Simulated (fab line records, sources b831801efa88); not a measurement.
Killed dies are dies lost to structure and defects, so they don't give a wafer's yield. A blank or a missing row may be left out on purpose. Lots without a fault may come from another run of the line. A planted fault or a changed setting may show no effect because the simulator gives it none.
Which tool did it? | flow gf180mcu | 14 lots, 40 wafers sampled, at 5 steps of a route of 602

WHAT THE GAUGES READ, wafer by wafer
GF_POLY_GATE_OVL_MEAS_11.
lot  | measured     | on         | POLY_GATE_OVL (nm)
L721 | day 9 07:08  | overlay-01 | 8 2
L723 | day 9 19:35  | overlay-01 | -3 1 5
L725 | day 10 11:35 | overlay-01 | 0 5 6
L726 | day 10 17:14 | overlay-01 | 0 -1 -2
L727 | day 10 23:47 | overlay-02 | 4 5 0
L728 | day 11 08:56 | overlay-02 | -4 -6 -4
L730 | day 11 20:26 | overlay-02 | 5 9 1
L731 | day 12 06:26 | overlay-02 | -2 7 0
L732 | day 12 14:14 | overlay-01 | 0 1 1
L733 | day 12 20:53 | overlay-02 | 7 8 -3
L734 | day 13 01:02 | overlay-02 | 9 2 8
L735 | day 13 09:59 | overlay-01 | 1 2 -1
L743 | day 15 19:06 | overlay-02 | 2 5
L744 | day 16 01:26 | overlay-01 | -1 -7 6

GF_HV_LDD_CD_MEAS_19: target cd 400 nm.
lot  | measured     | on        | cd_nm (nm)
L721 | day 10 21:10 | cd_sem-02 | 400.7 401.0
L723 | day 11 12:01 | cd_sem-01 | 397.0 399.0 399.0
L725 | day 12 01:25 | cd_sem-01 | 403.2 401.1 401.2
L726 | day 12 07:43 | cd_sem-02 | 401.3 400.8 402.5
L727 | day 12 17:04 | cd_sem-02 | 400.0 401.5 398.9
L728 | day 13 06:05 | cd_sem-02 | 399.9 400.3 400.1
L730 | day 13 14:28 | cd_sem-01 | 399.4 396.9 398.0
L731 | day 14 00:18 | cd_sem-02 | 400.5 399.4 398.5
L732 | day 14 08:25 | cd_sem-01 | 398.0 399.4 399.1
L733 | day 14 15:14 | cd_sem-02 | 398.2 398.0 397.8
L734 | day 14 21:21 | cd_sem-02 | 402.1 401.3 403.4
L735 | day 15 05:13 | cd_sem-01 | 398.1 395.6 395.5
L743 | day 17 18:34 | cd_sem-01 | 399.8 397.9
L744 | day 17 23:12 | cd_sem-01 | 398.9 397.2 397.6

GF_HV_LDD_CD_MEAS_46: target cd 400 nm.
lot  | measured     | on        | cd_nm (nm)
L721 | day 12 11:37 | cd_sem-02 | 398.0 396.7
L723 | day 13 03:22 | cd_sem-02 | 403.0 398.8 399.7
L725 | day 13 17:43 | cd_sem-01 | 402.4 401.1 404.1
L726 | day 14 00:35 | cd_sem-01 | 398.1 397.7 397.6
L727 | day 14 10:44 | cd_sem-01 | 398.7 397.3 396.9
L728 | day 15 00:49 | cd_sem-02 | 397.3 397.3 396.1
L730 | day 15 08:58 | cd_sem-01 | 399.5 398.3 399.8
L731 | day 15 20:06 | cd_sem-02 | 401.1 398.1 398.2
L732 | day 16 04:17 | cd_sem-02 | 403.1 400.5 401.2
L733 | day 16 11:24 | cd_sem-01 | 399.9 400.1 399.8
L734 | day 16 17:38 | cd_sem-01 | 398.5 399.4 396.2
L735 | day 17 01:40 | cd_sem-01 | 403.3 401.0 400.0
L743 | day 19 18:31 | cd_sem-02 | 400.1 401.1
L744 | day 20 00:28 | cd_sem-01 | 396.7 398.1 397.7

GF_HV_LDD_TW_MEAS_50.
lot  | measured     | on            | HV_LDD_4_TW
L721 | day 12 12:01 | film_metro-03 | 562 563
L723 | day 13 03:45 | film_metro-01 | 570 571 567
L725 | day 13 18:07 | film_metro-01 | 570 569 568
L726 | day 14 00:59 | film_metro-03 | 569 569 572
L727 | day 14 11:08 | film_metro-01 | 570 570 565
L728 | day 15 01:13 | film_metro-03 | 566 567 567
L730 | day 15 09:22 | film_metro-02 | 578 578 576
L731 | day 15 20:29 | film_metro-01 | 572 571 566
L732 | day 16 04:41 | film_metro-03 | 567 570 571
L733 | day 16 11:49 | film_metro-01 | 563 564 564
L734 | day 16 18:02 | film_metro-03 | 550 550 550
L735 | day 17 02:04 | film_metro-01 | 548 551 549
L743 | day 19 18:53 | film_metro-02 | 576 575
L744 | day 20 00:51 | film_metro-03 | 566 565 565

WHICH TOOL RAN EACH LOT (tool, then ch and the chambers of the sampled wafers, then the start)
lot  | GF_HV_LDD_IMPLANT_48
L721 | implanter-02 ch 0, day 12 11:46
L723 | implanter-01 ch 0, day 13 03:32
L725 | implanter-01 ch 0, day 13 17:52
L726 | implanter-01 ch 0, day 14 00:44
L727 | implanter-03 ch 0, day 14 10:53
L728 | implanter-02 ch 0, day 15 00:58
L730 | implanter-03 ch 0, day 15 09:07
L731 | implanter-03 ch 0, day 15 20:16
L732 | implanter-01 ch 0, day 16 04:26
L733 | implanter-01 ch 0, day 16 11:34
L734 | implanter-01 ch 0, day 16 17:49
L735 | implanter-01 ch 0, day 17 01:49
L743 | implanter-01 ch 0, day 19 18:41
L744 | implanter-02 ch 0, day 20 00:38
- GF_HV_LDD_IMPLANT_48

WHAT THE TOOLS THEMSELVES READ (means of the sampled wafers that have a number; where no wafer has one, the mark that the record gives instead)
GF_HV_LDD_IMPLANT_48.
lot  | tool         | dose_ions_cm2 | faraday_current_uA
L721 | implanter-02 | 2.9990e+13    | 168
L723 | implanter-01 | 3.0003e+13    | 172
L725 | implanter-01 | 3.0023e+13    | 168
L726 | implanter-01 | 3.0015e+13    | 168
L727 | implanter-03 | 3.0027e+13    | 170
L728 | implanter-02 | 3.0000e+13    | 170
L730 | implanter-03 | 2.9996e+13    | 169
L731 | implanter-03 | 2.9982e+13    | 171
L732 | implanter-01 | 2.9974e+13    | 166
L733 | implanter-01 | 2.9967e+13    | 170
L734 | implanter-01 | 2.7094e+13    | 154
L735 | implanter-01 | 2.7082e+13    | 154
L743 | implanter-01 | 3.0024e+13    | 170
L744 | implanter-02 | 2.9995e+13    | 173

THE ANSWER, worked out from the rows above alone
Rule: what is usual is taken from the lots themselves. Put in order of their means at a reading, lots are off if they are a third of the lots or fewer, leave a main group of 4 or more, and stand apart from it by a gap of 3 or more times the standard deviation of the main group's means; of several such gaps the widest counts. A main group whose means are all the same, to the digits that the tables above print for the reading, isn't used. A lot without any number at a reading at which 4 lots or more have one is off too. The other lots that the step has rows for count as sound. The gauges are gone through in route order, then the tools' own readings, and for those a lot's mean is taken as printed above. The first step at which some lot is off is used, and at that step the reading that is off furthest; a lot without a number counts as furthest.
Off: L734, L735, at GF_HV_LDD_TW_MEAS_50 (HV_LDD_4_TW). The main group: mean 569, standard deviation 4.1.
A tool fits if, at a process step before that reading, it ran every lot that is off, and no sound lot after the first of them. The gauges at GF_HV_LDD_TW_MEAS_50 aren't tried: what is off there is off at GF_HV_LDD_IMPLANT_48 too, on other tools, and a gauge's error can't cause that. None of those tried fits.

WHAT THE SIMULATOR HAD PUT IN
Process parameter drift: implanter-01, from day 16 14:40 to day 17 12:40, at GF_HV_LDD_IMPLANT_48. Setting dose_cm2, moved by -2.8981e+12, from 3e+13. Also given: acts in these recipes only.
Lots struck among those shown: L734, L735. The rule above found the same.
